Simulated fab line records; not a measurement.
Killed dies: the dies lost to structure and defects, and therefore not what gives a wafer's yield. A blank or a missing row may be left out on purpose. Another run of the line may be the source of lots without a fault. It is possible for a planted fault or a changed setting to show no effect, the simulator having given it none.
What tool caused it?    flow sky130    Sampling: 11 lots, 32 wafers, 4 of 708 route steps

## WHAT EACH GAUGE READ, for each wafer
SKY_PASSIVATION_THK_MEAS_03. Usual: PASSIVATION_CVD_02_THK gives 539 nm (standard deviation 6.3).
lot   measured      on            PASSIVATION_CVD_02_THK (nm)  flag
L784  day 43 21:24  filmMetro-04  539 541 537                  
L785  day 44 05:25  filmMetro-01  535 550 549                  
L787  day 44 16:16  filmMetro-01  534 549 537                  
L789  day 45 05:47  filmMetro-02  538 543 547                  
L790  day 45 13:41  filmMetro-02  534 531 535                  
L791  day 45 17:55  filmMetro-02  534 550 548                  
L797  day 47 10:17  filmMetro-04  534 582                      OFF
L798  day 47 18:26  filmMetro-01  548 548 548                  
L802  day 48 10:25  filmMetro-02  538 543 548                  
L805  day 49 15:39  filmMetro-04  534 536 545                  
L806  day 49 16:07  filmMetro-01  540 539 542                  

## EACH LOT AND THE TOOL THAT RAN IT (in order: tool; ch and the chambers of the sampled wafers; start)
lot   SKY_METAL5_SPUTTER_03        SKY_PASSIVATION_CVD_00           SKY_PASSIVATION_CVD_02
L784  pvdSputter-01, day 42 21:14  pecvd-03 ch 0,2, day 43 21:06    pecvd-04 ch 0,1,2, day 43 21:11
L785  pvdSputter-01, day 43 06:07  pecvd-04 ch 0,1, day 44 05:07    pecvd-02 ch 0,1,2, day 44 05:11
L787  pvdSputter-02, day 43 17:16  pecvd-04 ch 0,1, day 44 15:56    pecvd-02 ch 0,1, day 44 16:01
L789  pvdSputter-01, day 44 07:10  pecvd-02 ch 1,2, day 45 05:28    pecvd-04 ch 0,1,2, day 45 05:33
L790  pvdSputter-04, day 44 14:47  pecvd-02 ch 0,1,2, day 45 13:23  pecvd-03 ch 0,1,2, day 45 13:28
L791  pvdSputter-04, day 44 18:49  pecvd-04 ch 0,1, day 45 17:37    pecvd-03 ch 0,1,2, day 45 17:42
L797  pvdSputter-04, day 46 13:59  pecvd-02 ch 1, day 47 09:58      pecvd-03 ch 0,2, day 47 10:02
L798  pvdSputter-02, day 46 21:02  pecvd-03 ch 0,1,2, day 47 18:00  pecvd-04 ch 1, day 47 18:05
L802  pvdSputter-01, day 47 14:15  pecvd-04 ch 1,2, day 48 10:07    pecvd-02 ch 0,1, day 48 10:12
L805  pvdSputter-02, day 48 20:56  pecvd-02 ch 0,2, day 49 15:20    pecvd-04 ch 0,1,2, day 49 15:25
L806  pvdSputter-01, day 48 21:14  pecvd-03 ch 0,1,2, day 49 15:49  pecvd-02 ch 0,1,2, day 49 15:54
- SKY_METAL5_SPUTTER_03: material Ti, target thk 5 nm, time 3.3 s.
- SKY_PASSIVATION_CVD_00: deposits SiO2, target thk 90 nm.
- SKY_PASSIVATION_CVD_02: deposits Si3N4, target thk 540 nm.

## WHAT THE TOOLS THEMSELVES READ (means of the sampled wafers that have a number; where no wafer has one, the mark that the record gives instead)
SKY_METAL5_SPUTTER_03. Usual: throttleValvePct reads 29.3 % (standard deviation 0.88).
lot   tool           throttleValvePct (%)  flag
L784  pvdSputter-01  28.9                  
L785  pvdSputter-01  29.4                  
L787  pvdSputter-02  29.4                  
L789  pvdSputter-01  29.5                  
L790  pvdSputter-04  29.6                  
L791  pvdSputter-04  29.5                  
L797  pvdSputter-04  29.4                  
L798  pvdSputter-02  28.2                  
L802  pvdSputter-01  28.9                  
L805  pvdSputter-02  29.9                  
L806  pvdSputter-01  29.1                  

SKY_PASSIVATION_CVD_00. Usual: heaterPowerOuterW 399 W, standard deviation 65; heaterPowerW 665 W, standard deviation 91.
lot   tool      heaterPowerOuterW (W)  heaterPowerW (W)  flag
L784  pecvd-03  368                    624               
L785  pecvd-04  378                    616               
L787  pecvd-04  399                    659               
L789  pecvd-02  343                    597               
L790  pecvd-02  413                    667               
L791  pecvd-04  424                    679               
L797  pecvd-02  378                    642               
L798  pecvd-03  366                    633               
L802  pecvd-04  440                    742               
L805  pecvd-02  388                    648               
L806  pecvd-03  375                    659               

SKY_PASSIVATION_CVD_02. Usual: heaterPowerOuterW 429 W, standard deviation 77; heaterPowerW 710 W, standard deviation 120.
lot   tool      heaterPowerOuterW (W)  heaterPowerW (W)  flag
L784  pecvd-04  432                    708               
L785  pecvd-02  417                    679               
L787  pecvd-02  474                    742               
L789  pecvd-04  401                    673               
L790  pecvd-03  448                    745               
L791  pecvd-03  414                    708               
L797  pecvd-03  406                    653               
L798  pecvd-04  458                    738               
L802  pecvd-02  491                    783               
L805  pecvd-04  417                    679               
L806  pecvd-02  442                    707               

## THE ANSWER, worked out from the rows above alone
Rule: a lot is off if the mean of its wafers that have a number lies more than 3 standard deviations from the usual mean. A lot without any number at a reading at which 4 lots or more have one is off too. The other lots that the step has rows for count as sound. After the gauges, taken in route order, come the tools' own readings; for these a lot's mean is taken, as printed above. At the first step where some lot is off, the reading lying furthest off is the one used; lots without a number count as furthest.
Off: L797, at SKY_PASSIVATION_THK_MEAS_03 (PASSIVATION_CVD_02_THK).
If a tool, at a process step before that reading, ran all the lots that are off and no sound lot after the first of them, it fits. The gauges at SKY_PASSIVATION_THK_MEAS_03 are tried like those tools. 2 tools fit, pvdSputter-04 at SKY_METAL5_SPUTTER_03 and pecvd-03 at SKY_PASSIVATION_CVD_02, so this cannot tell which one it is.

## WHAT WAS PUT IN BY THE SIMULATOR
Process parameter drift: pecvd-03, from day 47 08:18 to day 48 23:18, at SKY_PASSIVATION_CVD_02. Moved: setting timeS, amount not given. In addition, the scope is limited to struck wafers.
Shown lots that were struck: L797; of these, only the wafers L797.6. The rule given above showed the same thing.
